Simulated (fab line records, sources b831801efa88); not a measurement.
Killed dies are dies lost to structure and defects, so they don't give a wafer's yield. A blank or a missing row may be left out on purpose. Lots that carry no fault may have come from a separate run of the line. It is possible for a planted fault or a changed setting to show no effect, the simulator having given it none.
fab line records ; flow sky130
record: lots: 6; wafers: 18; lastDay: 49
route steps=708 shown CONTACT@418 PAD_OPEN@708
lots untouched by any fault: they come from a run of this same line in which no faults occurred
startH: start of the lot's first displayed wafer, in hours after the record's first day ; waitH: time in hours since the lot's previous step ; " unchanged from the row above ; L1.1+2: several wafers, shown together as one row ; - value missing, or start not given ; * or withheld: withheld ; < > ~ a bound
route shown NAME@n: NAME is a module with steps in the file, n the number in the route of the first one ; usual: mean/standard deviation of fault-free wafers ; same: alike in all rows ; chamber/n: place in a boat ; sites: readings site by site ; _std_site: how widely they spread, as a standard deviation ; _edge_site: the outer-site mean with the inner-site mean subtracted ; radiusMm: for every site, how far away it sits from the centre of the wafer ; mask NAME#n: copy n ; behind: the most recent tool/chamber to have shaped the wafer ; hold: why the lot was held/for how many hours/how that ended ; device: the n, p or np transistor that did not switch ; end of line: at the end of the route, the tests of the same wafers ; step lacking rows: just its recipe ; killed: the dies lost at the first sort to structure and to defects; this is not the yield of the wafer ; map: shows each die of a wafer: x if killed, . if not, _ if none is there
set.NAME: setting as actually run; set.NAME@STEP: the setting as run at that earlier step ; model.NAME: the simulator's own value behind a step, which no gauge read
lots seen at some steps along the route; tables by step, rows by wafer
services: the hour from which a tool's chamber was out of use, counted from the record's first day as startH (under 0 if before that day), plus the number of hours and why
== steps ==
step: SKY_CONTACT_PEB_12
recipe: pebTempC: withheld; pebTimeS: withheld; resist: KrF-thick
step: SKY_CONTACT_DEVELOP_13
recipe: developTimeS: 57.99; resist: KrF-thick; devTempC: 21
step: SKY_CONTACT_CD_MEAS_14
recipe: targetCdNm: 170
usual: cdNm: 170.2/1.4
lot.wafer;tool;chamber;startH;waitH;cdNm
L196.1;cdSem-02;-;745.71;-;169.9
L196.4;cdSem-02;-;745.71;-;169.9
L196.5;cdSem-02;-;745.71;-;170.0
L199.1;cdSem-01;-;767.81;-;170.5
L199.3;cdSem-01;-;767.81;-;170.6
L199.6;cdSem-01;-;767.81;-;168.8
L202.1;cdSem-02;-;790.09;-;173.0
L202.3;cdSem-02;-;790.09;-;172.5
L202.6;cdSem-02;-;790.09;-;173.1
L208.3;cdSem-02;-;839.28;-;172.5
L208.5;cdSem-02;-;839.28;-;172.4
L208.6;cdSem-02;-;839.28;-;173.3
L209.2;cdSem-01;-;851.29;-;168.2
L209.4;cdSem-01;-;851.29;-;168.2
L209.6;cdSem-01;-;851.29;-;168.8
L215.1;cdSem-02;-;880.44;-;169.3
L215.2;cdSem-02;-;880.44;-;170.2
L215.4;cdSem-02;-;880.44;-;170.0
step: SKY_CONTACT_OVL_MEAS_15
usual: CONTACT_OVL: -3/6.9
lot.wafer;tool;chamber;startH;waitH;CONTACT_OVL[nm]
L196.1;overlay-02;-;745.83;0.1;-8
L196.4;overlay-02;-;745.83;0.1;-8
L196.5;overlay-02;-;745.83;0.1;-7
L199.1;overlay-01;-;767.93;0.1;-7
L199.3;overlay-01;-;767.93;0.1;-10
L199.6;overlay-01;-;767.93;0.1;-7
L202.1;overlay-02;-;790.21;0.1;-3
L202.3;overlay-02;-;790.21;0.1;-3
L202.6;overlay-02;-;790.21;0.1;3
L208.3;overlay-01;-;839.37;0.1;-4
L208.5;overlay-01;-;839.37;0.1;-2
L208.6;overlay-01;-;839.37;0.1;-6
L209.2;overlay-02;-;851.39;0.1;-20
L209.4;overlay-02;-;851.39;0.1;-21
L209.6;overlay-02;-;851.39;0.1;-23
L215.1;overlay-02;-;880.56;0.1;-9
L215.2;overlay-02;-;880.56;0.1;2
L215.4;overlay-02;-;880.56;0.1;3
step: SKY_CONTACT_ETCH_16
recipe: chemistry: N2/H2; target: BARC; ionEnergyEv: 200; sourceW: 500; biasW: 100; pressureMtorr: 30; n2FlowSccm: 100; h2FlowSccm: 200; stopOn: SiO2; timeS: 45.9; targetDepthA: 600
usual: drypumpMotorCurrentA: 5.7/0.52; oesProductAu: 0.854/0.0048; throttleValvePct: 13.226/0.0094
lot.wafer;tool;chamber;startH;waitH;drypumpMotorCurrentA;oesProductAu;rfHoursCounterH;throttleValvePct
L196.1;rieDiel-04;0;745.87;0.0;5.6;0.862;8;13.235
L196.4;rieDiel-04;3;745.87;0.0;5.8;0.853;22;13.229
L196.5;rieDiel-04;0;745.87;0.0;5.5;0.848;-;13.231
L199.1;rieDiel-04;2;767.97;0.0;4.8;0.853;9;13.206
L199.3;rieDiel-04;3;767.97;0.0;5.8;0.858;23;13.227
L199.6;rieDiel-04;1;767.97;0.0;4.9;0.859;-;13.234
L202.1;rieDiel-02;3;790.24;0.0;5.5;0.854;41;13.235
L202.3;rieDiel-02;2;790.24;0.0;5.8;0.847;17;13.222
L202.6;rieDiel-02;3;790.24;0.0;5.4;0.852;-;13.225
L208.3;rieDiel-04;2;839.39;0.0;4.8;0.848;11;13.215
L208.5;rieDiel-04;0;839.39;0.0;5.6;0.855;-;13.231
L208.6;rieDiel-04;2;839.39;0.0;4.8;0.862;-;13.230
L209.2;rieDiel-03;0;851.42;0.0;6.4;0.848;23;13.221
L209.4;rieDiel-03;0;851.42;0.0;6.4;0.861;-;13.236
L209.6;rieDiel-03;2;851.42;0.0;6.0;0.858;-;13.243
L215.1;rieDiel-04;0;880.59;0.0;5.6;0.856;12;13.230
L215.2;rieDiel-04;3;880.59;0.0;5.8;0.861;26;13.234
L215.4;rieDiel-04;2;880.59;0.0;4.8;0.853;12;13.228
step: SKY_CONTACT_ETCH_17
recipe: target: SiO2; chemistry: C4F8/O2/Ar; stopOn: Si3N4; maskMaterial: KrF-thick; sourceW: 1500; biasW: 1200; pressureMtorr: 40; c4f8FlowSccm: withheld; O2_flow_sccm: 6; Ar_flow_sccm: 300; timeS: withheld; targetDepthA: 3400
usual: oesProductAu: 0.891/0.0052
lot.wafer;tool;chamber;startH;waitH;oesProductAu
L196.1;rieDiel-04;0;745.91;0.0;0.886
L196.4;rieDiel-04;3;745.91;0.0;0.897
L196.5;rieDiel-04;0;745.91;0.0;0.890
L199.1;rieDiel-04;2;768.01;0.0;0.889
L199.3;rieDiel-04;3;768.01;0.0;0.897
L199.6;rieDiel-04;1;768.01;0.0;0.897
L202.1;rieDiel-02;3;790.29;0.0;0.889
L202.3;rieDiel-02;2;790.29;0.0;0.889
L202.6;rieDiel-02;3;790.29;0.0;0.884
L208.3;rieDiel-04;2;839.44;0.0;0.893
L208.5;rieDiel-04;0;839.44;0.0;0.890
L208.6;rieDiel-04;2;839.44;0.0;0.893
L209.2;rieDiel-03;0;851.47;0.0;0.897
L209.4;rieDiel-03;0;851.47;0.0;0.890
L209.6;rieDiel-03;2;851.47;0.0;0.896
L215.1;rieDiel-04;0;880.64;0.0;0.883
L215.2;rieDiel-04;3;880.64;0.0;0.893
L215.4;rieDiel-04;2;880.64;0.0;0.886
step: SKY_CONTACT_ETCH_18
recipe: target: Si3N4; chemistry: CHF3/O2; stopOn: TiN; sourceW: 600; biasW: 200; pressureMtorr: 40; chf3FlowSccm: 50; O2_flow_sccm: 5; timeS: 39; targetDepthA: 750
usual: drypumpMotorCurrentA: 5.7/0.51; oesProductAu: 0.856/0.0074; throttleValvePct: 8.794/0.0098
lot.wafer;tool;chamber;startH;waitH;drypumpMotorCurrentA;oesProductAu;rfHoursCounterH;throttleValvePct
L196.1;rieDiel-04;0;-;-;5.6;0.849;8;8.774
L196.4;rieDiel-04;3;-;-;5.8;0.861;22;8.785
L196.5;rieDiel-04;0;-;-;5.6;0.864;-;8.798
L199.1;rieDiel-04;2;-;-;4.8;0.854;9;8.790
L199.3;rieDiel-04;3;-;-;5.8;0.846;23;8.807
L199.6;rieDiel-04;1;-;-;4.9;0.850;-;8.788
L202.1;rieDiel-02;3;-;-;5.4;0.863;41;8.804
L202.3;rieDiel-02;2;-;-;5.8;0.846;17;8.799
L202.6;rieDiel-02;3;-;-;5.5;0.858;-;8.802
L208.3;rieDiel-04;2;-;-;4.8;0.854;11;8.809
L208.5;rieDiel-04;0;-;-;5.5;0.842;-;8.801
L208.6;rieDiel-04;2;-;-;4.8;0.849;-;8.793
L209.2;rieDiel-03;0;-;-;6.4;0.846;23;8.789
L209.4;rieDiel-03;0;-;-;6.4;0.860;-;8.793
L209.6;rieDiel-03;2;-;-;6.0;0.858;-;8.790
L215.1;rieDiel-04;0;-;-;5.5;0.858;12;8.807
L215.2;rieDiel-04;3;-;-;5.8;0.856;26;8.780
L215.4;rieDiel-04;2;-;-;4.7;0.864;12;8.799
step: SKY_CONTACT_STRIP_19
recipe: chemistry: O2/N2; powerW: 1400; pressureMtorr: 1500; platenTempC: withheld; o2FlowSccm: 3000; n2FlowSccm: 300; overashFraction: 0.5
usual: drypumpMotorCurrentA: 5.9/0.31; oesProductAu: 0.381/0.0049; stripTimeToEndpointS: 3.62/0.033
lot.wafer;tool;chamber;startH;waitH;drypumpMotorCurrentA;oesProductAu;rfHoursCounterH;stripTimeToEndpointS
L196.1;plasmaAsher-01;0;746.00;-;5.7;0.376;32;3.62
L196.4;plasmaAsher-01;1;746.00;-;5.8;0.380;-;3.65
L196.5;plasmaAsher-01;0;746.00;-;5.7;0.373;-;3.61
L199.1;plasmaAsher-01;0;768.10;-;5.7;0.384;34;3.60
L199.3;plasmaAsher-01;0;768.10;-;5.7;0.379;-;3.65
L199.6;plasmaAsher-01;0;768.10;-;5.7;0.385;-;3.64
L202.1;plasmaAsher-04;1;790.38;-;6.0;0.389;97;3.63
L202.3;plasmaAsher-04;1;790.38;-;6.0;0.382;-;3.64
L202.6;plasmaAsher-04;1;790.38;-;6.0;0.383;-;3.62
L208.3;plasmaAsher-02;0;839.56;-;6.4;0.375;-;3.59
L208.5;plasmaAsher-02;1;839.56;-;5.5;0.389;-;3.62
L208.6;plasmaAsher-02;0;839.56;-;6.4;0.387;-;3.60
L209.2;plasmaAsher-02;1;851.56;-;5.5;0.383;11;3.63
L209.4;plasmaAsher-02;0;851.56;-;6.4;0.386;-;3.63
L209.6;plasmaAsher-02;0;851.56;-;6.4;0.376;-;3.61
L215.1;plasmaAsher-02;1;880.73;-;5.5;0.382;14;3.67
L215.2;plasmaAsher-02;0;880.73;-;6.4;0.382;14;3.66
L215.4;plasmaAsher-02;0;880.73;-;6.4;0.386;-;3.64
step: SKY_CONTACT_STRIP_20
recipe: chemistry: postEtchResidueRemover; timeS: 1200; tempC: 72.5
step: SKY_CONTACT_CLEAN_21
recipe: chemistry: IPA; timeS: 180; tempC: 25
step: SKY_CONTACT_CLEAN_22
recipe: chemistry: O3/DIW; dry: n2Spin
step: SKY_CONTACT_SPUTTER_23
recipe: material: TiN; targetThkNm: 20; chamberPressurePa: 5; powerW: 4000; timeS: 80
usual: throttleValvePct: 30.4/1.2
lot.wafer;tool;chamber;startH;waitH;throttleValvePct
L196.1;pvdSputter-02;-;746.62;0.0;29.6
L196.4;pvdSputter-02;-;746.62;0.0;28.9
L196.5;pvdSputter-02;-;746.62;0.0;28.5
L199.1;pvdSputter-02;-;768.69;0.0;29.8
L199.3;pvdSputter-02;-;768.69;0.0;28.6
L199.6;pvdSputter-02;-;768.69;0.0;29.7
L202.1;pvdSputter-03;-;791.31;0.0;30.9
L202.3;pvdSputter-03;-;791.31;0.0;29.9
L202.6;pvdSputter-03;-;791.31;0.0;31.3
L208.3;pvdSputter-02;-;840.13;0.0;29.6
L208.5;pvdSputter-02;-;840.13;0.0;32.3
L208.6;pvdSputter-02;-;840.13;0.0;29.6
L209.2;pvdSputter-04;-;852.21;0.0;30.3
L209.4;pvdSputter-04;-;852.21;0.0;32.0
L209.6;pvdSputter-04;-;852.21;0.0;31.3
L215.1;pvdSputter-04;-;881.32;0.0;30.3
L215.2;pvdSputter-04;-;881.32;0.0;30.4
L215.4;pvdSputter-04;-;881.32;0.0;30.3
step: SKY_CONTACT_CVD_24
recipe: material: W; targetThkNm: 340; timeS: 102.12; tempC: 400; pressureTorr: 40
usual: chamberPressureTorr: 40.00/0.087; heaterPowerOuterW: 573/43; heaterPowerW: 886/53
lot.wafer;tool;chamber;startH;waitH;chamberPressureTorr;heaterPowerOuterW;heaterPowerW;model.W_of_CONTACT_CVD_24.thkNm
L196.1;cvdW-01;0;746.68;0.0;39.95;572;860;337.1
L196.4;cvdW-01;0;746.68;0.0;40.04;572;851;342.1
L196.5;cvdW-01;1;746.68;0.0;40.03;534;874;333.6
L199.1;cvdW-01;1;768.75;0.0;42.62;525;870;352.3
L199.3;cvdW-01;1;768.75;0.0;42.74;523;894;353.6
L199.6;cvdW-01;0;768.75;0.0;40.02;567;871;347.9
L202.1;cvdW-01;1;791.37;0.0;42.54;527;851;346.1
L202.3;cvdW-01;0;791.37;0.0;40.01;570;873;341
L202.6;cvdW-01;1;791.37;0.0;42.61;531;889;347.9
L208.3;cvdW-02;1;840.23;0.1;39.97;565;818;342.5
L208.5;cvdW-02;0;840.23;0.1;39.94;660;1007;334.1
L208.6;cvdW-02;1;840.23;0.1;40.05;567;837;331.6
L209.2;cvdW-02;1;852.27;0.0;39.97;564;817;337.1
L209.4;cvdW-02;0;852.27;0.0;40.00;653;991;335.5
L209.6;cvdW-02;1;852.27;0.0;39.98;562;816;339.6
L215.1;cvdW-01;1;881.38;0.0;40.02;536;893;334.6
L215.2;cvdW-01;0;881.38;0.0;39.98;575;866;330.7
L215.4;cvdW-01;1;881.38;0.0;39.93;525;887;333.1
step: SKY_CONTACT_RS_MEAS_25
recipe: thkMeasGauge: four-point-probe; reads: W_of_CONTACT_CVD_24+TiN_of_CONTACT_SPUTTER_23
usual: CONTACT_W_RS: 0.340/0.0039
lot.wafer;tool;chamber;startH;waitH;hold;CONTACT_W_RS[ohm/sq]
L196.1;filmMetro-03;-;746.79;0.1;-;0.341
L196.4;filmMetro-03;-;746.79;0.1;-;0.335
L196.5;filmMetro-03;-;746.79;0.1;-;0.344
L199.1;filmMetro-02;-;768.86;0.1;awaitDispo/0.2h/release;0.325
L199.3;filmMetro-02;-;768.86;0.1;awaitDispo/0.2h/release;0.324
L199.6;filmMetro-02;-;768.86;0.1;awaitDispo/0.2h/release;0.329
L199.1;filmMetro-02;-;769.15;0.3;-;0.325
L199.3;filmMetro-02;-;769.15;0.3;-;0.325
L199.6;filmMetro-02;-;769.15;0.3;-;0.330
L202.1;filmMetro-03;-;791.48;0.1;-;0.331
L202.3;filmMetro-03;-;791.48;0.1;-;0.337
L202.6;filmMetro-03;-;791.48;0.1;-;0.330
L208.3;filmMetro-02;-;840.34;0.1;-;0.335
L208.5;filmMetro-02;-;840.34;0.1;-;0.343
L208.6;filmMetro-02;-;840.34;0.1;-;0.346
L209.2;filmMetro-02;-;852.40;0.1;-;0.341
L209.4;filmMetro-02;-;852.40;0.1;-;0.341
L209.6;filmMetro-02;-;852.40;0.1;-;0.338
L215.1;filmMetro-03;-;881.49;0.1;-;0.343
L215.2;filmMetro-03;-;881.49;0.1;-;0.348
L215.4;filmMetro-03;-;881.49;0.1;-;0.345
step: SKY_CONTACT_THK_MEAS_26
recipe: thkMeasGauge: xrf; reads: W_of_CONTACT_CVD_24
usual: CONTACT_W_THK: 348/4.6
lot.wafer;tool;chamber;startH;waitH;hold;CONTACT_W_THK[nm]
L196.1;filmMetro-03;-;746.91;0.1;-;346
L196.4;filmMetro-03;-;746.91;0.1;-;353
L196.5;filmMetro-03;-;746.91;0.1;-;343
L199.1;filmMetro-02;-;771.49;2.3;awaitDispo/0.2h/release;363
L199.3;filmMetro-02;-;771.49;2.3;awaitDispo/0.2h/release;364
L199.6;filmMetro-02;-;771.49;2.3;awaitDispo/0.2h/release;362
L199.1;filmMetro-02;-;771.72;0.2;-;364
L199.3;filmMetro-02;-;771.72;0.2;-;366
L199.6;filmMetro-02;-;771.72;0.2;-;361
L202.1;filmMetro-03;-;791.60;0.1;-;355
L202.3;filmMetro-03;-;791.60;0.1;-;354
L202.6;filmMetro-03;-;791.60;0.1;-;356
L208.3;filmMetro-02;-;840.44;0.1;-;356
L208.5;filmMetro-02;-;840.44;0.1;-;349
L208.6;filmMetro-02;-;840.44;0.1;-;345
L209.2;filmMetro-02;-;852.51;0.1;-;351
L209.4;filmMetro-02;-;852.51;0.1;-;347
L209.6;filmMetro-02;-;852.51;0.1;-;354
L215.1;filmMetro-03;-;881.61;0.1;-;348
L215.2;filmMetro-03;-;881.61;0.1;-;342
L215.4;filmMetro-03;-;881.61;0.1;-;345
step: SKY_PAD_OPEN_PROBE_99
usual: killed_at_M0_to_M3: 43/7.6; killed_at_M4_up: 2.8/1.9; killedAtContacts: 24/4.7; killedAtFrontEnd: 16/4.4; killedAtOther: 0.2/0.4; killedDies: 86/9.9; killedOpen: 47/8.2; killedShort: 39/6.3
same: grossDies: 492; killedAtBackSide: 0
lot.wafer;tool;chamber;startH;waitH;killed_at_M0_to_M3;killed_at_M4_up;killedAtContacts;killedAtFrontEnd;killedAtOther;killedDies;killedOpen;killedShort
L196.1;prober-01;-;1083.78;0.1;56;3;20;20;0;99;55;44
L196.4;prober-01;-;1083.93;0.2;39;5;18;13;0;75;33;42
L196.5;prober-01;-;1083.98;0.2;43;3;29;22;0;97;50;47
L202.1;prober-01;-;1118.35;0.1;61;5;30;14;0;110;63;47
L202.3;prober-01;-;1118.45;0.2;57;1;18;18;0;94;58;36
L202.6;prober-01;-;1118.60;0.2;43;5;20;16;0;84;42;42
L209.2;prober-01;-;1162.93;0.1;49;1;30;16;0;96;51;45
L209.4;prober-01;-;1163.03;0.2;37;9;23;17;0;86;47;39
L209.6;prober-01;-;1163.13;0.2;38;1;26;18;0;83;41;42
killed by level:class
L196.1 VIA1:geometricParticle:open=12 METAL2:geometricParticle:short=11 VIA2:geometricParticle:open=8 LI_CONTACT:geometricParticle:open=7 VIA1:geometricParticle:short=7 FIELD_ISO:geometricParticle:open=6 POLY_GATE:geometricParticle:open=5 CONTACT:geometricParticle:open=5
L196.4 CONTACT:geometricParticle:open=9 VIA3:geometricParticle:open=6 METAL1:geometricParticle:short=5 VIA1:geometricParticle:open=5 VIA2:geometricParticle:open=5 METAL4:geometricParticle:short=5 VIA1:geometricParticle:short=4 METAL3:geometricParticle:short=4
L196.5 LI_CONTACT:geometricParticle:open=10 VIA1:geometricParticle:open=8 CONTACT:geometricParticle:short=6 VIA2:geometricParticle:open=6 METAL1:geometricParticle:short=6 POLY_GATE:geometricParticle:open=5 VIA3:geometricParticle:open=5 LOCAL_INTERCONNECT:geometricParticle:short=5
L202.1 CONTACT:geometricParticle:open=13 VIA1:geometricParticle:open=13 VIA3:geometricParticle:open=13 VIA1:geometricParticle:short=8 LI_CONTACT:geometricParticle:open=7 VIA2:geometricParticle:open=6 METAL2:geometricParticle:short=5 CONTACT:geometricParticle:short=5
L202.3 VIA1:geometricParticle:open=14 CONTACT:geometricParticle:open=8 METAL1:geometricParticle:short=7 VIA2:geometricParticle:open=7 METAL2:geometricParticle:short=6 POLY_GATE:geometricParticle:open=6 VIA3:geometricParticle:open=6 FIELD_ISO:geometricParticle:open=5
L202.6 VIA1:geometricParticle:open=9 VIA2:geometricParticle:open=9 VIA3:geometricParticle:open=5 POLY_GATE:geometricParticle:open=5 LOCAL_INTERCONNECT:geometricParticle:short=5 METAL1:geometricParticle:short=5 METAL4:geometricParticle:short=5 FIELD_ISO:geometricParticle:short=4
L209.2 LI_CONTACT:geometricParticle:open=10 VIA1:geometricParticle:open=9 VIA1:geometricParticle:short=8 CONTACT:geometricParticle:open=7 METAL1:geometricParticle:short=7 VIA2:geometricParticle:open=7 LOCAL_INTERCONNECT:geometricParticle:short=6 VIA3:geometricParticle:open=6
L209.4 CONTACT:geometricParticle:open=8 FIELD_ISO:geometricParticle:short=7 METAL4:geometricParticle:short=7 VIA1:geometricParticle:open=7 LI_CONTACT:geometricParticle:open=6 VIA1:geometricParticle:short=6 VIA2:geometricParticle:open=6 POLY_GATE:geometricParticle:open=5
L209.6 CONTACT:geometricParticle:open=10 CONTACT:geometricParticle:short=8 VIA2:geometricParticle:open=8 VIA1:geometricParticle:open=6 FIELD_ISO:geometricParticle:open=5 VIA1:geometricParticle:short=5 FIELD_ISO:geometricParticle:short=4 LI_CONTACT:geometricParticle:open=4
== services ==
tool;chamber;startH;hours;kind
plasmaAsher-02;-;733.75;9.0;pm
plasmaAsher-02;0;733.75;9.0;ventCycle
plasmaAsher-02;1;733.75;9.0;ventCycle
rieDiel-03;0;738.67;1.9;repair
plasmaAsher-02;0;742.75;-;clean
plasmaAsher-02;1;742.75;-;clean
cvdW-01;-;744.86;0.8;repair
rieDiel-03;2;747.69;1.2;repair
rieDiel-02;3;756.92;5.2;repair
rieDiel-04;2;783.55;2.1;repair
rieDiel-02;3;792.84;-;clean
rieDiel-02;3;792.84;19.1;scheduledDown
rieDiel-02;3;792.84;19.1;ventCycle
plasmaAsher-02;-;813.79;2.2;repair
plasmaAsher-01;-;828.67;14.6;pm
rieDiel-04;3;829.69;25.2;repair
cvdW-02;0;833.95;2.4;repair
cvdW-01;1;836.17;11.6;repair
plasmaAsher-01;-;846.07;42.5;pm
rieDiel-03;3;850.93;3.8;repair
rieDiel-02;-;853.64;2.8;pm
cvdW-02;0;858.61;23.4;repair
cvdW-02;1;863.90;10.8;repair
pvdSputter-04;3;864.69;-;consumableReplace:kit
== key ==
firstSign: step: SKY_CONTACT_CVD_24; reading: chamberPressureTorr; direction: up; sigmas: 30; usual: 40.00; struck: 42.63
effect: step: SKY_CONTACT_RS_MEAS_25; reading: visit; direction: added
effect: step: SKY_CONTACT_THK_MEAS_26; reading: visit; direction: added
modelEffect: step: SKY_CONTACT_CVD_24; value: W_of_CONTACT_CVD_24.thkNm; without: 339.2; struck: 350
metAt SKY_CONTACT_CVD_24
struckWafers L199.1,L199.3,L202.1,L202.6
testerLeftOut L199,L202
onsetBetween 746.68 768.75
fault: kind: processParameterDrift; tool: cvdW-01; chamber: 1; onsetH: 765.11; steps: SKY_CONTACT_CVD_24; channel: pressureTorr; offset: 2.5661; shape: step; endH: 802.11; actsIn: theseRecipesOnly; stated: 40
testerLeftOut: of these lots the tester's yield and bins aren't shown, on N5 and GAA mostly nor the transistor test; their killed dies are dies lost to structure and defects alone, not to doping, threshold or leakage, so they don't give the yield
